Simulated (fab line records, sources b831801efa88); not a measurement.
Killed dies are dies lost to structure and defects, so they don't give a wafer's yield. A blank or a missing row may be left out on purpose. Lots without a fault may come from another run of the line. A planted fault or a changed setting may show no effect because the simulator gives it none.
Which tool did it? | flow gf180mcu | 24 lots, 72 wafers sampled, at 6 steps of a route of 602

WHAT THE GAUGES READ, wafer by wafer
GF_M4_OVL_MEAS_15. Usual: M4_OVL 3 nm, standard deviation 5.3.
lot  | measured     | on         | M4_OVL (nm) | flag
L074 | day 23 07:44 | overlay-02 | 10 -1 4     |
L075 | day 23 23:42 | overlay-02 | 5 -3 6      |
L076 | day 24 04:59 | overlay-02 | 1 1 -4      |
L077 | day 24 10:00 | overlay-01 | 0 1 7       |
L078 | day 24 22:15 | overlay-02 | 5 5 10      |
L079 | day 25 05:00 | overlay-01 | -2 4 6      |
L080 | day 25 19:37 | overlay-01 | -10 -8 -5   |
L081 | day 26 01:50 | overlay-01 | 1 4 0       |
L082 | day 26 05:22 | overlay-01 | 5 -7 3      |
L083 | day 26 08:56 | overlay-02 | -2 -1 -3    |
L084 | day 26 23:59 | overlay-02 | 7 1 8       |
L085 | day 27 04:23 | overlay-01 | 14 10 8     |
L086 | day 27 07:20 | overlay-01 | 7 16 12     |
L087 | day 27 20:14 | overlay-02 | 6 -1 4      |
L088 | day 28 03:50 | overlay-01 | 4 -2 0      |
L089 | day 28 20:42 | overlay-02 | 9 7 6       |
L090 | day 28 21:33 | overlay-02 | 0 8 4       |
L091 | day 28 23:36 | overlay-01 | 2 4 -1      |
L092 | day 29 11:56 | overlay-01 | 3 6 5       |
L094 | day 29 19:30 | overlay-01 | 11 8 4      |
L093 | day 29 19:55 | overlay-01 | -3 -3 6     |
L095 | day 29 22:29 | overlay-01 | -5 0 -3     |
L096 | day 30 10:03 | overlay-02 | -4 -4 -7    |
L097 | day 30 14:08 | overlay-02 | 2 7 4       |

GF_TOP_METAL_RS_MEAS_05: measures by four-point-probe. Usual: TOP_METAL_ALCU_RS 0.03268 ohm/sq, standard deviation 0.00024.
lot  | measured     | on            | TOP_METAL_ALCU_RS (ohm/sq) | flag
L074 | day 27 04:28 | film_metro-01 | 0.0328 0.03314 0.03278     |
L075 | day 27 19:26 | film_metro-02 | 0.03243 0.03251 0.03267    |
L076 | day 28 00:28 | film_metro-02 | 0.03183 0.03244 0.03215    |
L077 | day 28 05:25 | film_metro-02 | 0.03298 0.03299 0.03308    |
L078 | day 28 13:57 | film_metro-02 | 0.03277 0.03281 0.03273    |
L079 | day 28 20:39 | film_metro-02 | 0.03245 0.0329 0.03259     |
L080 | day 29 08:17 | film_metro-02 | 0.03251 0.03267 0.0327     |
L081 | day 29 15:53 | film_metro-02 | 0.03205 0.03271 0.03226    |
L082 | day 29 18:48 | film_metro-03 | 0.03263 0.03265 0.03255    |
L083 | day 29 22:53 | film_metro-03 | 0.0327 0.03247 0.03268     |
L084 | day 30 12:07 | film_metro-02 | 0.03251 0.03225 0.03241    |
L085 | day 30 15:25 | film_metro-01 | 0.03247 0.03228 0.03258    |
L086 | day 30 18:24 | film_metro-02 | 0.03306 0.03295 0.0327     |
L087 | day 31 04:20 | film_metro-02 | 0.03265 0.03301 0.03259    |
L088 | day 31 13:14 | film_metro-03 | 0.03258 0.03236 0.03239    |
L089 | day 32 04:21 | film_metro-02 | 0.03271 0.0327 0.0328      |
L090 | day 32 04:57 | film_metro-01 | 0.03288 0.03283 0.03275    |
L091 | day 32 07:39 | film_metro-02 | 0.03278 0.03267 0.03235    |
L092 | day 32 15:47 | film_metro-02 | 0.03284 0.03281 0.03286    |
L094 | day 33 00:22 | film_metro-02 | 0.03301 0.03321 0.0332     |
L093 | day 33 01:24 | film_metro-01 | 0.03299 0.03265 0.03263    |
L095 | day 33 03:04 | film_metro-03 | 0.03283 0.03258 0.03285    |
L096 | day 33 10:05 | film_metro-01 | 0.03251 0.03283 0.03288    |
L097 | day 33 14:39 | film_metro-02 | 0.03268 0.0325 0.0327      |

WHICH TOOL RAN EACH LOT (tool, then ch and the chambers of the sampled wafers, then the start)
lot  | GF_V2_CMP_04                  | GF_MIM_SPUTTER_00            | GF_MIM_SPUTTER_01            | GF_MIM_SPUTTER_09
L074 | cmp-01 ch 1,2, day 19 03:59   | pvd_sputter-04, day 24 09:25 | pvd_sputter-04, day 24 09:31 | pvd_sputter-01, day 24 09:47
L075 | cmp-01 ch 1,3, day 19 21:52   | pvd_sputter-04, day 25 00:44 | pvd_sputter-04, day 25 00:50 | pvd_sputter-01, day 25 01:08
L076 | cmp-01 ch 1,3, day 20 01:55   | pvd_sputter-03, day 25 05:41 | pvd_sputter-03, day 25 05:47 | pvd_sputter-04, day 25 06:04
L077 | cmp-02 ch 0,2,3, day 20 08:24 | pvd_sputter-04, day 25 10:32 | pvd_sputter-04, day 25 10:38 | pvd_sputter-03, day 25 10:55
L078 | cmp-02 ch 0,1,2, day 20 22:49 | pvd_sputter-04, day 25 21:59 | pvd_sputter-04, day 25 22:05 | pvd_sputter-03, day 25 22:22
L079 | cmp-02 ch 2,3, day 21 04:33   | pvd_sputter-03, day 26 04:56 | pvd_sputter-03, day 26 05:02 | pvd_sputter-04, day 26 05:19
L080 | cmp-01 ch 1,2,3, day 21 21:16 | pvd_sputter-03, day 26 18:38 | pvd_sputter-03, day 26 18:44 | pvd_sputter-01, day 26 19:01
L081 | cmp-01 ch 0,1, day 22 03:21   | pvd_sputter-04, day 27 01:44 | pvd_sputter-04, day 27 01:50 | pvd_sputter-03, day 27 02:07
L082 | cmp-02 ch 0,1, day 22 08:16   | pvd_sputter-03, day 27 04:44 | pvd_sputter-03, day 27 04:50 | pvd_sputter-01, day 27 05:07
L083 | cmp-02 ch 0,3, day 22 11:20   | pvd_sputter-03, day 27 08:23 | pvd_sputter-03, day 27 08:29 | pvd_sputter-01, day 27 08:46
L084 | cmp-02 ch 0,2,3, day 23 04:55 | pvd_sputter-04, day 27 23:56 | pvd_sputter-04, day 28 00:02 | pvd_sputter-04, day 28 00:19
L085 | cmp-01 ch 0,3, day 23 08:17   | pvd_sputter-04, day 28 03:46 | pvd_sputter-04, day 28 03:52 | pvd_sputter-03, day 28 04:09
L086 | cmp-02 ch 0,2, day 23 11:42   | pvd_sputter-03, day 28 05:59 | pvd_sputter-03, day 28 06:05 | pvd_sputter-04, day 28 06:22
L087 | cmp-02 ch 0,3, day 24 02:55   | pvd_sputter-03, day 28 17:40 | pvd_sputter-03, day 28 17:46 | pvd_sputter-01, day 28 18:02
L088 | cmp-01 ch 0,2,3, day 24 10:22 | pvd_sputter-03, day 29 01:58 | pvd_sputter-03, day 29 02:04 | pvd_sputter-04, day 29 02:21
L089 | cmp-01 ch 0,2,3, day 25 05:43 | pvd_sputter-03, day 29 18:17 | pvd_sputter-03, day 29 18:23 | pvd_sputter-04, day 29 18:41
L090 | cmp-01 ch 1,2,3, day 25 07:02 | pvd_sputter-03, day 29 18:50 | pvd_sputter-03, day 29 18:56 | pvd_sputter-01, day 29 19:14
L091 | cmp-01 ch 1,2,3, day 25 09:34 | pvd_sputter-03, day 29 21:14 | pvd_sputter-03, day 29 21:20 | pvd_sputter-04, day 29 21:37
L092 | cmp-02 ch 1,2,3, day 26 00:02 | pvd_sputter-04, day 30 09:20 | pvd_sputter-04, day 30 09:26 | pvd_sputter-03, day 30 09:43
L094 | cmp-01 ch 0,1,3, day 26 07:01 | pvd_sputter-03, day 30 16:26 | pvd_sputter-03, day 30 16:32 | pvd_sputter-01, day 30 16:49
L093 | cmp-02 ch 0,2, day 26 07:28   | pvd_sputter-03, day 30 17:05 | pvd_sputter-03, day 30 17:11 | pvd_sputter-04, day 30 17:28
L095 | cmp-01 ch 0,1,3, day 26 11:40 | pvd_sputter-04, day 30 19:17 | pvd_sputter-04, day 30 19:23 | pvd_sputter-01, day 30 19:40
L096 | cmp-02 ch 0,1,2, day 27 00:52 | pvd_sputter-01, day 31 06:46 | pvd_sputter-01, day 31 06:52 | pvd_sputter-04, day 31 07:09
L097 | cmp-01 ch 0,1,2, day 27 04:51 | pvd_sputter-03, day 31 10:11 | pvd_sputter-03, day 31 10:17 | pvd_sputter-04, day 31 10:34
- GF_V2_CMP_04: polishes SiO2.
- GF_MIM_SPUTTER_00: material Ti, target thk 37.5 nm, time 150 s.
- GF_MIM_SPUTTER_01: material TiN, target thk 30 nm, time 25 s.
- GF_MIM_SPUTTER_09: material TiN, target thk 35 nm, time 29.2 s.

WHAT THE TOOLS THEMSELVES READ (means of the sampled wafers that have a number; where no wafer has one, the mark that the record gives instead)
GF_V2_CMP_04. Usual: motor_current_A 11.9 A, standard deviation 1.1; time_to_endpoint_s 80 s, standard deviation 4.6.
lot  | tool   | motor_current_A (A) | time_to_endpoint_s (s) | flag
L074 | cmp-01 | 12.1                | 83                     |
L075 | cmp-01 | 10.7                | 78                     |
L076 | cmp-01 | 10.8                | 79                     |
L077 | cmp-02 | 12.2                | 75                     |
L078 | cmp-02 | 12.0                | 79                     |
L079 | cmp-02 | 12.3                | 83                     |
L080 | cmp-01 | 11.3                | 79                     |
L081 | cmp-01 | 11.6                | 77                     |
L082 | cmp-02 | 12.9                | 86                     |
L083 | cmp-02 | 13.5                | 80                     |
L084 | cmp-02 | 12.5                | 77                     |
L085 | cmp-01 | 10.7                | 75                     |
L086 | cmp-02 | 11.3                | 80                     |
L087 | cmp-02 | 13.5                | 87                     |
L088 | cmp-01 | 11.5                | 82                     |
L089 | cmp-01 | 11.8                | 80                     |
L090 | cmp-01 | 11.6                | 82                     |
L091 | cmp-01 | 11.7                | 82                     |
L092 | cmp-02 | 12.3                | 81                     |
L094 | cmp-01 | 11.2                | 70                     |
L093 | cmp-02 | 11.2                | 75                     |
L095 | cmp-01 | 11.0                | 82                     |
L096 | cmp-02 | 11.8                | 82                     |
L097 | cmp-01 | 11.9                | 79                     |

GF_MIM_SPUTTER_00. Usual: throttle_valve_pct 30.1 %, standard deviation 0.51.
lot  | tool           | throttle_valve_pct (%) | flag
L074 | pvd_sputter-04 | 30.2                   |
L075 | pvd_sputter-04 | 30.2                   |
L076 | pvd_sputter-03 | 30.0                   |
L077 | pvd_sputter-04 | 30.3                   |
L078 | pvd_sputter-04 | 30.1                   |
L079 | pvd_sputter-03 | 29.9                   |
L080 | pvd_sputter-03 | 30.0                   |
L081 | pvd_sputter-04 | 30.2                   |
L082 | pvd_sputter-03 | 29.9                   |
L083 | pvd_sputter-03 | 29.8                   |
L084 | pvd_sputter-04 | 30.2                   |
L085 | pvd_sputter-04 | 30.1                   |
L086 | pvd_sputter-03 | 30.0                   |
L087 | pvd_sputter-03 | 30.4                   |
L088 | pvd_sputter-03 | 29.9                   |
L089 | pvd_sputter-03 | 30.2                   |
L090 | pvd_sputter-03 | 30.0                   |
L091 | pvd_sputter-03 | 30.2                   |
L092 | pvd_sputter-04 | 30.0                   |
L094 | pvd_sputter-03 | 29.8                   |
L093 | pvd_sputter-03 | 29.8                   |
L095 | pvd_sputter-04 | 30.2                   |
L096 | pvd_sputter-01 | 30.8                   |
L097 | pvd_sputter-03 | 30.0                   |

GF_MIM_SPUTTER_01. Usual: throttle_valve_pct 30.1 %, standard deviation 0.51.
lot  | tool           | throttle_valve_pct (%) | flag
L074 | pvd_sputter-04 | 30.0                   |
L075 | pvd_sputter-04 | 30.0                   |
L076 | pvd_sputter-03 | 30.0                   |
L077 | pvd_sputter-04 | 30.3                   |
L078 | pvd_sputter-04 | 30.3                   |
L079 | pvd_sputter-03 | 30.1                   |
L080 | pvd_sputter-03 | 30.1                   |
L081 | pvd_sputter-04 | 30.1                   |
L082 | pvd_sputter-03 | 29.9                   |
L083 | pvd_sputter-03 | 29.8                   |
L084 | pvd_sputter-04 | 30.1                   |
L085 | pvd_sputter-04 | 30.1                   |
L086 | pvd_sputter-03 | 30.2                   |
L087 | pvd_sputter-03 | 30.1                   |
L088 | pvd_sputter-03 | 30.1                   |
L089 | pvd_sputter-03 | 30.3                   |
L090 | pvd_sputter-03 | 30.0                   |
L091 | pvd_sputter-03 | 30.5                   |
L092 | pvd_sputter-04 | 30.1                   |
L094 | pvd_sputter-03 | 29.9                   |
L093 | pvd_sputter-03 | 29.7                   |
L095 | pvd_sputter-04 | 30.3                   |
L096 | pvd_sputter-01 | 30.8                   |
L097 | pvd_sputter-03 | 29.8                   |

GF_MIM_SPUTTER_09. Usual: throttle_valve_pct 30.2 %, standard deviation 0.65.
lot  | tool           | throttle_valve_pct (%) | flag
L074 | pvd_sputter-01 | 29.7                   |
L075 | pvd_sputter-01 | 29.9                   |
L076 | pvd_sputter-04 | 29.8                   |
L077 | pvd_sputter-03 | 29.9                   |
L078 | pvd_sputter-03 | 30.0                   |
L079 | pvd_sputter-04 | 30.2                   |
L080 | pvd_sputter-01 | 29.9                   |
L081 | pvd_sputter-03 | 30.1                   |
L082 | pvd_sputter-01 | 29.9                   |
L083 | pvd_sputter-01 | 30.8                   |
L084 | pvd_sputter-04 | 30.3                   |
L085 | pvd_sputter-03 | 30.0                   |
L086 | pvd_sputter-04 | 30.1                   |
L087 | pvd_sputter-01 | 29.9                   |
L088 | pvd_sputter-04 | 30.2                   |
L089 | pvd_sputter-04 | 30.0                   |
L090 | pvd_sputter-01 | 29.7                   |
L091 | pvd_sputter-04 | 30.3                   |
L092 | pvd_sputter-03 | 30.3                   |
L094 | pvd_sputter-01 | 30.0                   |
L093 | pvd_sputter-04 | 30.3                   |
L095 | pvd_sputter-01 | 30.7                   |
L096 | pvd_sputter-04 | 30.3                   |
L097 | pvd_sputter-04 | 30.4                   |

THE ANSWER, worked out from the rows above alone
Rule: a lot is off if the mean of its wafers that have a number lies more than 3 standard deviations from the usual mean. A lot without any number at a reading at which 4 lots or more have one is off too. The other lots that the step has rows for count as sound. The gauges are gone through in route order, then the tools' own readings, and for those a lot's mean is taken as printed above. The first step at which some lot is off is used, and at that step the reading that is off furthest; a lot without a number counts as furthest.
No lot is off at any reading shown: from this, nothing can be told.

WHAT THE SIMULATOR HAD PUT IN
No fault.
